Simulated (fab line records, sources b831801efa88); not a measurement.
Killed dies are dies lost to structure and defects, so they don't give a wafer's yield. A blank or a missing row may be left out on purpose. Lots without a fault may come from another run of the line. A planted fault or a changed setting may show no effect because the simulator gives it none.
Tool commonality check | flow gf180mcu | 14 lots, 42 wafers sampled

WHY IT WAS OPENED
At GF_STI_THK_MEAS_24 the reading STI_CVD_23_THK is flagged on 2 of 14 lots. Wafers without a fault read 647 nm, standard deviation 7.2.
Rule: a lot is flagged when every wafer of it that has a number lies more than 4 standard deviations from that mean, or none has a number. The other lots count as sound.

lot  | measured    | on            | STI_CVD_23_THK (nm), wafer by wafer | flag
L709 | day 2 04:50 | film_metro-04 | 653 653 660                         |
L710 | day 2 08:31 | film_metro-02 | 649 648 654                         |
L712 | day 2 18:47 | film_metro-04 | 651 648 649                         |
L713 | day 2 23:47 | film_metro-01 | 640 653 644                         |
L714 | day 3 07:08 | film_metro-02 | 642 639 634                         |
L715 | day 3 10:48 | film_metro-01 | 651 653 652                         |
L717 | day 4 00:35 | film_metro-01 | 640 643 637                         |
L718 | day 4 02:38 | film_metro-02 | 651 645 651                         |
L719 | day 4 10:55 | film_metro-04 | 654 648 652                         |
L723 | day 5 02:59 | film_metro-01 | 639 631 637                         |
L725 | day 5 13:45 | film_metro-02 | 708 709 710                         | FLAGGED
L726 | day 5 18:29 | film_metro-02 | 717 713 710                         | FLAGGED
L730 | day 6 16:54 | film_metro-02 | 649 652 651                         |
L731 | day 6 21:10 | film_metro-04 | 643 647 642                         |
The numbers of the flagged lots are 711 nm on average: +64 nm against the usual, or +9 standard deviations.

WHICH TOOL RAN EACH LOT
The record holds 1 process step before the reading, out of a route of 602 steps. In each cell: the tool, then ch and the chambers that the sampled wafers went through, then the start.
lot  | flag    | GF_STI_CVD_23
L709 |         | hdpcvd-01 ch 0,1,2, day 2 04:45
L710 |         | hdpcvd-02 ch 0,1,2, day 2 08:25
L712 |         | hdpcvd-01 ch 1,2, day 2 18:43
L713 |         | hdpcvd-02 ch 0,2, day 2 23:43
L714 |         | hdpcvd-02 ch 0,1,2, day 3 07:03
L715 |         | hdpcvd-01 ch 1,2, day 3 10:43
L717 |         | hdpcvd-02 ch 1,2, day 4 00:31
L718 |         | hdpcvd-02 ch 1,2, day 4 02:34
L719 |         | hdpcvd-02 ch 0,1, day 4 10:50
L723 |         | hdpcvd-02 ch 0,1, day 5 02:54
L725 | FLAGGED | hdpcvd-02 ch 0,1,2, day 5 13:41
L726 | FLAGGED | hdpcvd-02 ch 0,1,2, day 5 18:24
L730 |         | hdpcvd-01 ch 0,1,2, day 6 16:49
L731 |         | hdpcvd-01 ch 0,2, day 6 21:04
What these steps do:
- GF_STI_CVD_23: deposits SiO2, target thk 650 nm, time 108.3 s.
- GF_STI_THK_MEAS_24

FLAGGED OVER TOTAL, TOOL BY TOOL (the gauges that took the reading come last)
step               | tool          | lots run | flagged | share of the flagged lots | sound lots run after its first flagged lot
GF_STI_CVD_23      | hdpcvd-01     | 5        | 0       | none                      | -
GF_STI_CVD_23      | hdpcvd-02     | 9        | 2       | all                       | 0
GF_STI_THK_MEAS_24 | film_metro-01 | 4        | 0       | none                      | -
GF_STI_THK_MEAS_24 | film_metro-02 | 6        | 2       | all                       | 1 (L730)
GF_STI_THK_MEAS_24 | film_metro-04 | 4        | 0       | none                      | -

WHAT THE TABLE ALLOWS
2 rows of the table ran every flagged lot: hdpcvd-02 at GF_STI_CVD_23, film_metro-02 at GF_STI_THK_MEAS_24.
- hdpcvd-02 at GF_STI_CVD_23: 2 of its 9 lots flagged. Its last sound lot is L723 (day 5 02:54), its first flagged lot L725 (day 5 13:41): a fault that began between those two fits.
- film_metro-02 at GF_STI_THK_MEAS_24: 2 of its 6 lots flagged. Sound lots ran on it after the first flagged one (L730), which a lasting fault on the whole tool wouldn't allow.
One tool is left: hdpcvd-02 at GF_STI_CVD_23.

WHAT THE SIMULATOR HAD PUT IN
Process parameter drift: hdpcvd-02, from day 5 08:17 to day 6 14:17, at GF_STI_CVD_23. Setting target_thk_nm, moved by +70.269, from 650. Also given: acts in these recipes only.
Lots struck among those shown: L725, L726. The rule above found the same.
